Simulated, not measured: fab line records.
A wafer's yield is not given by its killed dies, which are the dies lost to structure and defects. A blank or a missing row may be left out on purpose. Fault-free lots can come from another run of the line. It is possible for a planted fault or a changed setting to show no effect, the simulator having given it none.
Which of the tools did it? / flow sfqLine / 15 lots with 45 wafers sampled at 4 steps, on a route of 325 steps

== WHAT EACH GAUGE READ, for each wafer ==
SFQ_M1_OVL_MEAS_911.
lot=L831; measured=day 24 00:34; on=overlay-01; M1_OVL (nm)=4 7 9
lot=L832; measured=day 25 08:01; on=overlay-01; M1_OVL (nm)=5 8 8
lot=L833; measured=day 25 12:50; on=overlay-02; M1_OVL (nm)=-3 -2 -2
lot=L835; measured=day 26 04:43; on=overlay-02; M1_OVL (nm)=-2 6 -3
lot=L837; measured=day 28 01:46; on=overlay-01; M1_OVL (nm)=-1 2 3
lot=L838; measured=day 28 07:46; on=overlay-02; M1_OVL (nm)=3 2 -4
lot=L839; measured=day 28 17:22; on=overlay-01; M1_OVL (nm)=6 6 4
lot=L840; measured=day 29 05:23; on=overlay-02; M1_OVL (nm)=13 8 10
lot=L841; measured=day 29 17:22; on=overlay-01; M1_OVL (nm)=-3 2 4
lot=L843; measured=day 30 05:22; on=overlay-01; M1_OVL (nm)=5 3 -1
lot=L848; measured=day 32 07:46; on=overlay-02; M1_OVL (nm)=0 5 4
lot=L850; measured=day 32 22:31; on=overlay-01; M1_OVL (nm)=-6 -3 -4
lot=L851; measured=day 33 04:47; on=overlay-01; M1_OVL (nm)=0 3 5
lot=L852; measured=day 33 10:54; on=overlay-01; M1_OVL (nm)=0 0 0
lot=L854; measured=day 34 05:38; on=overlay-02; M1_OVL (nm)=-2 4 -4

== TOOL THAT RAN EACH LOT (tool first, then ch and the chambers of the sampled wafers, then the start) ==
lot=L831; SFQ_TRILAYER_L0_VIA_STRIP_STRIP_017=rieMetal-02 ch 0,1, day 8 07:17; SFQ_TRILAYER_I0_DEP_PECVD_027=pecvd-02 ch 0,1,2, day 12 22:02; SFQ_TRILAYER_I0_CMP_CMP_028=cmp-02 ch 0,1,3, day 12 22:37
lot=L832; SFQ_TRILAYER_L0_VIA_STRIP_STRIP_017=rieMetal-04 ch 0,1, day 8 18:19; SFQ_TRILAYER_I0_DEP_PECVD_027=pecvd-03 ch 0,1,2, day 13 11:14; SFQ_TRILAYER_I0_CMP_CMP_028=cmp-02 ch 2,3, day 13 11:19
lot=L833; SFQ_TRILAYER_L0_VIA_STRIP_STRIP_017=rieMetal-02 ch 0,1, day 8 23:07; SFQ_TRILAYER_I0_DEP_PECVD_027=pecvd-02 ch 0,2, day 13 20:50; SFQ_TRILAYER_I0_CMP_CMP_028=cmp-01 ch 1,2,3, day 13 21:55
lot=L835; SFQ_TRILAYER_L0_VIA_STRIP_STRIP_017=rieMetal-01 ch 0,1, day 9 14:43; SFQ_TRILAYER_I0_DEP_PECVD_027=pecvd-03 ch 0,1,2, day 14 21:46; SFQ_TRILAYER_I0_CMP_CMP_028=cmp-02 ch 0,3, day 14 21:50
lot=L837; SFQ_TRILAYER_L0_VIA_STRIP_STRIP_017=rieMetal-01 ch 0,1, day 10 13:31; SFQ_TRILAYER_I0_DEP_PECVD_027=pecvd-04 ch 0,1,2, day 15 20:01; SFQ_TRILAYER_I0_CMP_CMP_028=cmp-01 ch 1,2, day 15 20:05
lot=L838; SFQ_TRILAYER_L0_VIA_STRIP_STRIP_017=rieMetal-04 ch 0, day 10 19:31; SFQ_TRILAYER_I0_DEP_PECVD_027=pecvd-03 ch 0,1,2, day 16 01:32; SFQ_TRILAYER_I0_CMP_CMP_028=cmp-02 ch 0,1,3, day 16 01:37
lot=L839; SFQ_TRILAYER_L0_VIA_STRIP_STRIP_017=rieMetal-04 ch 0,1, day 11 00:19; SFQ_TRILAYER_I0_DEP_PECVD_027=pecvd-03 ch 0,1,2, day 16 06:20; SFQ_TRILAYER_I0_CMP_CMP_028=cmp-01 ch 1,2,3, day 16 06:25
lot=L840; SFQ_TRILAYER_L0_VIA_STRIP_STRIP_017=rieMetal-01 ch 0,1, day 11 05:19; SFQ_TRILAYER_I0_DEP_PECVD_027=pecvd-03 ch 0,2, day 16 13:38; SFQ_TRILAYER_I0_CMP_CMP_028=cmp-02 ch 1,2,3, day 16 14:43
lot=L841; SFQ_TRILAYER_L0_VIA_STRIP_STRIP_017=rieMetal-01 ch 0, day 11 13:31; SFQ_TRILAYER_I0_DEP_PECVD_027=pecvd-03 ch 0,1,2, day 16 22:04; SFQ_TRILAYER_I0_CMP_CMP_028=cmp-01 ch 0,3, day 16 22:38
lot=L843; SFQ_TRILAYER_L0_VIA_STRIP_STRIP_017=rieMetal-01 ch 0,1, day 12 00:25; SFQ_TRILAYER_I0_DEP_PECVD_027=pecvd-03 ch 0,1,2, day 17 06:29; SFQ_TRILAYER_I0_CMP_CMP_028=cmp-02 ch 0,2, day 17 07:04
lot=L848; SFQ_TRILAYER_L0_VIA_STRIP_STRIP_017=rieMetal-02 ch 0,1, day 13 13:58; SFQ_TRILAYER_I0_DEP_PECVD_027=pecvd-04 ch 1,2, day 18 14:58; SFQ_TRILAYER_I0_CMP_CMP_028=cmp-01 ch 1,2, day 18 15:03
lot=L850; SFQ_TRILAYER_L0_VIA_STRIP_STRIP_017=rieMetal-01 ch 1, day 14 10:53; SFQ_TRILAYER_I0_DEP_PECVD_027=pecvd-02 ch 0,1,2, day 19 05:29; SFQ_TRILAYER_I0_CMP_CMP_028=cmp-01 ch 0,2,3, day 19 06:43
lot=L851; SFQ_TRILAYER_L0_VIA_STRIP_STRIP_017=rieMetal-04 ch 0,1, day 14 16:07; SFQ_TRILAYER_I0_DEP_PECVD_027=pecvd-03 ch 0,1,2, day 19 11:05; SFQ_TRILAYER_I0_CMP_CMP_028=cmp-02 ch 0,2,3, day 19 12:10
lot=L852; SFQ_TRILAYER_L0_VIA_STRIP_STRIP_017=rieMetal-04 ch 0,1, day 15 00:19; SFQ_TRILAYER_I0_DEP_PECVD_027=pecvd-04 ch 1,2, day 19 16:43; SFQ_TRILAYER_I0_CMP_CMP_028=cmp-01 ch 0,2,3, day 19 18:37
lot=L854; SFQ_TRILAYER_L0_VIA_STRIP_STRIP_017=rieMetal-01 ch 0,1, day 15 15:04; SFQ_TRILAYER_I0_DEP_PECVD_027=pecvd-02 ch 0,1,2, day 20 17:24; SFQ_TRILAYER_I0_CMP_CMP_028=cmp-01 ch 2,3, day 20 17:59
- SFQ_TRILAYER_L0_VIA_STRIP_STRIP_017: strips in O2.
- SFQ_TRILAYER_I0_DEP_PECVD_027: deposits SiO2 from SiH4/N2O, time 111.11 s, target thk 500 nm.
- SFQ_TRILAYER_I0_CMP_CMP_028: polishes SiO2.

== AS READ BY THE TOOLS THEMSELVES (means over the sampled wafers that have a number; for cases with no such wafer, the mark the record gives instead) ==
SFQ_TRILAYER_L0_VIA_STRIP_STRIP_017.
lot=L831; tool=rieMetal-02; drypumpMotorCurrentA (A)=6.1; oesProductAu (a.u.)=1.001; platenTempC (C)=39.94
lot=L832; tool=rieMetal-04; drypumpMotorCurrentA (A)=6.5; oesProductAu (a.u.)=1.005; platenTempC (C)=40.04
lot=L833; tool=rieMetal-02; drypumpMotorCurrentA (A)=6.1; oesProductAu (a.u.)=0.989; platenTempC (C)=40.03
lot=L835; tool=rieMetal-01; drypumpMotorCurrentA (A)=5.7; oesProductAu (a.u.)=1.002; platenTempC (C)=39.95
lot=L837; tool=rieMetal-01; drypumpMotorCurrentA (A)=5.7; oesProductAu (a.u.)=1.003; platenTempC (C)=40.01
lot=L838; tool=rieMetal-04; drypumpMotorCurrentA (A)=6.7; oesProductAu (a.u.)=1.002; platenTempC (C)=40.14
lot=L839; tool=rieMetal-04; drypumpMotorCurrentA (A)=6.5; oesProductAu (a.u.)=1.006; platenTempC (C)=39.92
lot=L840; tool=rieMetal-01; drypumpMotorCurrentA (A)=5.6; oesProductAu (a.u.)=1.002; platenTempC (C)=39.93
lot=L841; tool=rieMetal-01; drypumpMotorCurrentA (A)=5.9; oesProductAu (a.u.)=1.009; platenTempC (C)=40.10
lot=L843; tool=rieMetal-01; drypumpMotorCurrentA (A)=5.7; oesProductAu (a.u.)=1.002; platenTempC (C)=39.94
lot=L848; tool=rieMetal-02; drypumpMotorCurrentA (A)=5.9; oesProductAu (a.u.)=0.996; platenTempC (C)=40.03
lot=L850; tool=rieMetal-01; drypumpMotorCurrentA (A)=5.5; oesProductAu (a.u.)=1.000; platenTempC (C)=39.95
lot=L851; tool=rieMetal-04; drypumpMotorCurrentA (A)=6.5; oesProductAu (a.u.)=1.000; platenTempC (C)=40.02
lot=L852; tool=rieMetal-04; drypumpMotorCurrentA (A)=6.3; oesProductAu (a.u.)=1.005; platenTempC (C)=39.92
lot=L854; tool=rieMetal-01; drypumpMotorCurrentA (A)=5.8; oesProductAu (a.u.)=1.004; platenTempC (C)=40.00

SFQ_TRILAYER_I0_DEP_PECVD_027.
lot=L831; tool=pecvd-02; heaterPowerW (W)=74; runLengthS (s)=138.9; throttleValvePct (%)=25.4
lot=L832; tool=pecvd-03; heaterPowerW (W)=90; runLengthS (s)=138.9; throttleValvePct (%)=23.7
lot=L833; tool=pecvd-02; heaterPowerW (W)=74; runLengthS (s)=138.3; throttleValvePct (%)=25.2
lot=L835; tool=pecvd-03; heaterPowerW (W)=85; runLengthS (s)=138.9; throttleValvePct (%)=24.0
lot=L837; tool=pecvd-04; heaterPowerW (W)=87; runLengthS (s)=139.2; throttleValvePct (%)=24.9
lot=L838; tool=pecvd-03; heaterPowerW (W)=91; runLengthS (s)=139.2; throttleValvePct (%)=24.0
lot=L839; tool=pecvd-03; heaterPowerW (W)=82; runLengthS (s)=138.9; throttleValvePct (%)=24.1
lot=L840; tool=pecvd-03; heaterPowerW (W)=86; runLengthS (s)=131.2; throttleValvePct (%)=24.9
lot=L841; tool=pecvd-03; heaterPowerW (W)=88; runLengthS (s)=131.5; throttleValvePct (%)=24.0
lot=L843; tool=pecvd-03; heaterPowerW (W)=89; runLengthS (s)=131.3; throttleValvePct (%)=24.0
lot=L848; tool=pecvd-04; heaterPowerW (W)=85; runLengthS (s)=138.7; throttleValvePct (%)=24.2
lot=L850; tool=pecvd-02; heaterPowerW (W)=73; runLengthS (s)=138.8; throttleValvePct (%)=25.6
lot=L851; tool=pecvd-03; heaterPowerW (W)=85; runLengthS (s)=138.8; throttleValvePct (%)=24.5
lot=L852; tool=pecvd-04; heaterPowerW (W)=82; runLengthS (s)=138.5; throttleValvePct (%)=25.2
lot=L854; tool=pecvd-02; heaterPowerW (W)=70; runLengthS (s)=139.0; throttleValvePct (%)=25.5

SFQ_TRILAYER_I0_CMP_CMP_028.
lot=L831; tool=cmp-02; motorCurrentA (A)=11.0; slurryFlowMlMin=149.6; timeToEndpointS (s)=218
lot=L832; tool=cmp-02; motorCurrentA (A)=10.8; slurryFlowMlMin=149.9; timeToEndpointS (s)=222
lot=L833; tool=cmp-01; motorCurrentA (A)=10.5; slurryFlowMlMin=149.6; timeToEndpointS (s)=219
lot=L835; tool=cmp-02; motorCurrentA (A)=10.7; slurryFlowMlMin=150.3; timeToEndpointS (s)=219
lot=L837; tool=cmp-01; motorCurrentA (A)=9.7; slurryFlowMlMin=150.5; timeToEndpointS (s)=223
lot=L838; tool=cmp-02; motorCurrentA (A)=11.2; slurryFlowMlMin=150.0; timeToEndpointS (s)=212
lot=L839; tool=cmp-01; motorCurrentA (A)=10.3; slurryFlowMlMin=149.6; timeToEndpointS (s)=199
lot=L840; tool=cmp-02; motorCurrentA (A)=10.7; slurryFlowMlMin=149.8; timeToEndpointS (s)=185
lot=L841; tool=cmp-01; motorCurrentA (A)=10.0; slurryFlowMlMin=150.1; timeToEndpointS (s)=184
lot=L843; tool=cmp-02; motorCurrentA (A)=10.4; slurryFlowMlMin=149.4; timeToEndpointS (s)=192
lot=L848; tool=cmp-01; motorCurrentA (A)=10.5; slurryFlowMlMin=149.9; timeToEndpointS (s)=220
lot=L850; tool=cmp-01; motorCurrentA (A)=9.9; slurryFlowMlMin=150.2; timeToEndpointS (s)=222
lot=L851; tool=cmp-02; motorCurrentA (A)=10.9; slurryFlowMlMin=150.2; timeToEndpointS (s)=223
lot=L852; tool=cmp-01; motorCurrentA (A)=10.0; slurryFlowMlMin=150.2; timeToEndpointS (s)=214
lot=L854; tool=cmp-01; motorCurrentA (A)=9.4; slurryFlowMlMin=149.9; timeToEndpointS (s)=212

== THE ANSWER, worked out from the rows above alone ==
Rule: usual is defined by the lots themselves. Put in order of their means at a reading, lots are off if they are a third of the lots or fewer, leave a main group of 4 or more, and stand apart from it by a gap of 3 or more times the standard deviation of the main group's means; of several such gaps the widest counts. The tables above print the reading to a certain number of digits; a main group whose means all agree to those digits is not used. A lot without any number at a reading at which 4 lots or more have one is off too. The other lots that the step has rows for count as sound. The gauges are gone through in route order, then the tools' own readings, and for those a lot's mean is taken as printed above. At the first step where some lot is off, the reading lying furthest off is the one used; lots without a number count as furthest.
Off at SFQ_TRILAYER_I0_DEP_PECVD_027 (runLengthS): L840, L841, L843. Main group: mean 138.8 s, sd 0.25.
A tool fits if, at that step or a process step before it, it ran every lot that is off, and no sound lot after the first of them. No candidate that was tried fits.

== WHAT THE SIMULATOR HAD INSERTED ==
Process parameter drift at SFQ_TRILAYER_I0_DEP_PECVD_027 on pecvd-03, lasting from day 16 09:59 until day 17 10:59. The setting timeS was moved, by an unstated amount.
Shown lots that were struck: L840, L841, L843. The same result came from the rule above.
